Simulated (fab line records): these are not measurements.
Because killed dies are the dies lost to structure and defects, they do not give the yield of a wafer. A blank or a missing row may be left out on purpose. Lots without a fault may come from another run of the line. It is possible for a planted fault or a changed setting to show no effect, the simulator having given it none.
8D (eight disciplines) problem report, filled in by code / flow sky130 / the parts of the form that need people (team, actions taken, sign-off) are left out

1. WHAT WENT WRONG
Across 6 wafers from 2 lots, CAP2M_CVD_00_THK at SKY_CAP2M_THK_MEAS_01 averages 11.07 nm, while fault-free wafers read 15.50 nm with a standard deviation of 0.27. Measured from the usual mean, that is -16 standard deviations.
First observed at day 43 14:23: wafer L884.1, on filmMetro-02. The record holds 33 wafers of 11 lots with a number at this step. By rule, "out" or "out of limits" means more than 4 standard deviations away from the usual mean. Any other wafer with a number is counted as sound.

2. WHAT IT IS, WHAT IT ISN'T
question=which readings at this step | is=CAP2M_CVD_00_THK | is not=-
question=which lots | is=L884, L886 | is not=L872, L873, L874, L875, L877, L879, L880, L881, L894
question=which wafers of those lots | is=all that have a number | is not=-
question=read on which gauges | is=filmMetro-02, filmMetro-04 | is not=filmMetro-01
question=when | is=from day 43 14:23 | is not=up to then (24 sound wafers); but 3 sound wafers of L894 came after

3. SUSPECTS, AND WHAT RULES EACH OUT
Counting: a tool at any process step up to the reading remains a suspect when it ran all the lots that are out and ran no sound lot after the first of those.
- the gauge at SKY_CAP2M_THK_MEAS_01 has been ruled out. Those wafers that are out were read across 2 gauges (filmMetro-02, filmMetro-04).
- pecvd-02 at SKY_CAP2M_CVD_00 (deposits SiO2, target thk 15.5 nm): kept. Every lot that is out went through it, starting with L884 (day 43 14:21), and after that it ran no sound lot; the last sound lot it ran before then is L881 (day 42 23:44).
Left after counting: pecvd-02 at SKY_CAP2M_CVD_00.

4. THE CAUSE (what the simulator had put in)
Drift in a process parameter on pecvd-02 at SKY_CAP2M_CVD_00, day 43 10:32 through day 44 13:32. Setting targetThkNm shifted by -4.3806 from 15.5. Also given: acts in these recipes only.
After counting, this tool was the only one left.

5. THE EFFECT CHAIN, in route order
Each row: a reading whose mean over the struck wafers that have a number lies more than 3 standard deviations from the usual. Scope: only readings with a usual standard deviation given in the record; hours: median across lots of the time from each lot's start at the first step in this table that gives one to its start at this step; sigmas: change in usual standard deviations.
hours=0; step=SKY_CAP2M_THK_MEAS_01; reading=CAP2M_CVD_00_THK; usual=15.50 nm; on struck wafers=11.07; change=-4.43; sigmas=-16
hours=45; step=SKY_METAL4_ETCH_17; reading=oesProductAu; usual=0.754 a.u.; on struck wafers=0.649; change=-0.105; sigmas=-13
It contains these process steps:
- SKY_METAL4_ETCH_17: etches SiO2 in C4F8/O2/Ar, stops on TiN, time 3.9 s, target depth 15 nm.

6. HOW IT WOULD HAVE BEEN CAUGHT EARLIER
Counted from the fault's start at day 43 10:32, it took 4 hours until the first out-of-limits reading at a measuring or inspecting step in this record, taken at day 43 14:23.
Of the tool readings at SKY_CAP2M_CVD_00 for which the record gives a usual standard deviation, none was out on any struck wafer, so an alarm limit of 4 standard deviations on them would not have fired.
L886, from the lots that are out (2), started SKY_CAP2M_CVD_00 on pecvd-02 later than day 43 14:23. Holding the tool at that time would have saved it.
